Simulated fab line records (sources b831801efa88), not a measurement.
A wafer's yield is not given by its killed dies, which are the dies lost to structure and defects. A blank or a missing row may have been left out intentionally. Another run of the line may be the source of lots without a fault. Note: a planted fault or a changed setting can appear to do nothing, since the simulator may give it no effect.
Which tool is to blame? -- flow gf180mcu -- 38 wafers from 13 lots sampled at 2 of the route's 602 steps

WHAT THE GAUGES READ, wafer by wafer
GF_POLY_GATE_THK_MEAS_01. Usual: for POLY_GATE_CVD_00_THK the level is 198.7 nm and the standard deviation is 1.8.
lot,measured,on,POLY_GATE_CVD_00_THK (nm),flag
L526,day 8 17:53,film_metro-03,197.5 199.1 197.1,
L527,day 8 19:34,film_metro-04,200.4 201.6 201.3,
L528,day 9 07:53,film_metro-03,199.1 198.6 197.0,
L529,day 9 11:43,film_metro-03,202.1 198.9 198.3,
L530,day 9 21:59,film_metro-02,198.1 199.6 199.3,
L531,day 10 03:46,film_metro-02,197.4 199.2 197.2,
L532,day 10 10:47,film_metro-02,197.6 197.0,
L533,day 10 21:18,film_metro-03,194.4 195.5 197.3,
L534,day 11 03:20,film_metro-04,197.5 198.5 198.0,
L541,day 13 03:16,film_metro-02,289.9 251.0 211.1,OFF
L543,day 13 17:17,film_metro-04,202.2 201.0 202.7,
L544,day 14 01:01,film_metro-02,197.3 199.0 199.5,
L548,day 15 10:26,film_metro-02,196.1 197.2 195.6,

WHAT TOOL EACH LOT RAN ON (gives the tool, then ch and the chambers of the sampled wafers, and finally the start)
lot,GF_POLY_GATE_CVD_00
L526,"lpcvd-02 ch 0, day 8 16:34"
L527,"lpcvd-02 ch 1, day 8 18:14"
L528,"lpcvd-02 ch 0, day 9 06:34"
L529,"lpcvd-01 ch 0, day 9 10:23"
L530,"lpcvd-02 ch 0, day 9 20:38"
L531,"lpcvd-02 ch 1, day 10 02:26"
L532,"lpcvd-01 ch 1, day 10 09:26"
L533,"lpcvd-02 ch 1, day 10 19:56"
L534,"lpcvd-01 ch 1, day 11 02:01"
L541,"lpcvd-01 ch 0, day 13 01:56"
L543,"lpcvd-02 ch 1, day 13 15:58"
L544,"lpcvd-02 ch 1, day 13 23:41"
L548,"lpcvd-02 ch 1, day 15 09:07"
- GF_POLY_GATE_CVD_00: deposits poly-Si, target thk 200 nm, time 1200 s.

AS READ BY THE TOOLS THEMSELVES (means over the sampled wafers that have a number; for cases with no such wafer, the mark the record gives instead)
GF_POLY_GATE_CVD_00. Usual: spike_tc_bottom_C is 641.9 C with standard deviation 1.3, spike_tc_centre_C is 621.7 C with standard deviation 1.4, spike_tc_lower_C is 619.8 C with standard deviation 1.6, zone_power_bottom_pct is 13.3 % with standard deviation 0.64, zone_power_centre_pct is 9.64 % with standard deviation 0.29, zone_power_lower_pct is 8.5 % with standard deviation 0.59, and zone_power_top_pct is 19.1 % with standard deviation 1.6.
lot,tool,spike_tc_bottom_C (C),spike_tc_centre_C (C),spike_tc_lower_C (C),zone_power_bottom_pct (%),zone_power_centre_pct (%),zone_power_lower_pct (%),zone_power_top_pct (%),flag
L526,lpcvd-02,642.5,619.3,619.7,12.5,10.02,9.5,20.0,
L527,lpcvd-02,641.8,622.5,619.4,14.0,9.44,7.9,20.1,
L528,lpcvd-02,642.6,620.8,619.3,12.6,9.94,9.5,19.9,
L529,lpcvd-01,641.3,622.0,619.6,12.7,9.19,8.7,16.1,
L530,lpcvd-02,642.0,620.2,619.5,12.6,9.94,9.6,20.2,
L531,lpcvd-02,642.2,622.7,618.6,14.1,9.49,7.9,20.1,
L532,lpcvd-01,642.0,623.0,622.0,13.1,9.95,8.9,19.4,
L533,lpcvd-02,643.1,621.7,618.1,14.0,9.48,7.9,20.4,
L534,lpcvd-01,640.5,621.3,621.9,13.1,9.81,8.8,19.6,
L541,lpcvd-01,631.3,614.8,677.8,8.8,4.50,18.8,15.9,OFF
L543,lpcvd-02,641.7,623.1,619.1,14.0,9.49,7.9,20.1,
L544,lpcvd-02,642.7,621.9,618.3,14.1,9.45,7.9,20.0,
L548,lpcvd-02,641.8,621.7,618.1,14.0,9.54,7.9,20.1,

THE ANSWER, worked out from the rows above alone
Rule: a lot is off if the mean of its wafers that have a number lies more than 3 standard deviations from the usual mean. Also off: a lot with no number at a reading for which 4 or more lots have one. The other lots that the step has rows for count as sound. The gauges are gone through in route order, then the tools' own readings, and for those a lot's mean is taken as printed above. The first step at which some lot is off is used, and at that step the reading that is off furthest; a lot without a number counts as furthest.
Off: L541, at GF_POLY_GATE_THK_MEAS_01 (POLY_GATE_CVD_00_THK).
If a tool, at a process step before that reading, ran all the lots that are off and no sound lot after the first of them, it fits. Not tried: the gauges at GF_POLY_GATE_THK_MEAS_01; whatever is off there is also off at GF_POLY_GATE_CVD_00, on other tools, and gauge error can't account for it. One candidate fits, namely lpcvd-01 at GF_POLY_GATE_CVD_00. Its last sound lot is L534 (day 11 02:01), its first lot that is off L541 (day 13 01:56): a fault that began between those two fits.
The tool's own readings at GF_POLY_GATE_CVD_00 bear it out: on the lots that are off they differ by more than 5 times the standard deviation of the sound lots' means. spike_tc_bottom_C reads 631.3 C there against 642.0 C on the sound lots; spike_tc_centre_C reads 614.8 C there against 621.7 C on the sound lots; spike_tc_lower_C reads 677.8 C there against 619.5 C on the sound lots; zone_power_bottom_pct reads 8.8 % there against 13.4 % on the sound lots; zone_power_centre_pct reads 4.50 % there against 9.64 % on the sound lots; zone_power_lower_pct reads 18.8 % there against 8.5 % on the sound lots.

WHAT THE SIMULATOR HAD INSERTED
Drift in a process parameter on lpcvd-01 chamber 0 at GF_POLY_GATE_CVD_00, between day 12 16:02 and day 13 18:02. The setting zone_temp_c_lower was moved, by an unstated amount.
Shown lots that were struck: L541. The rule above found the same.
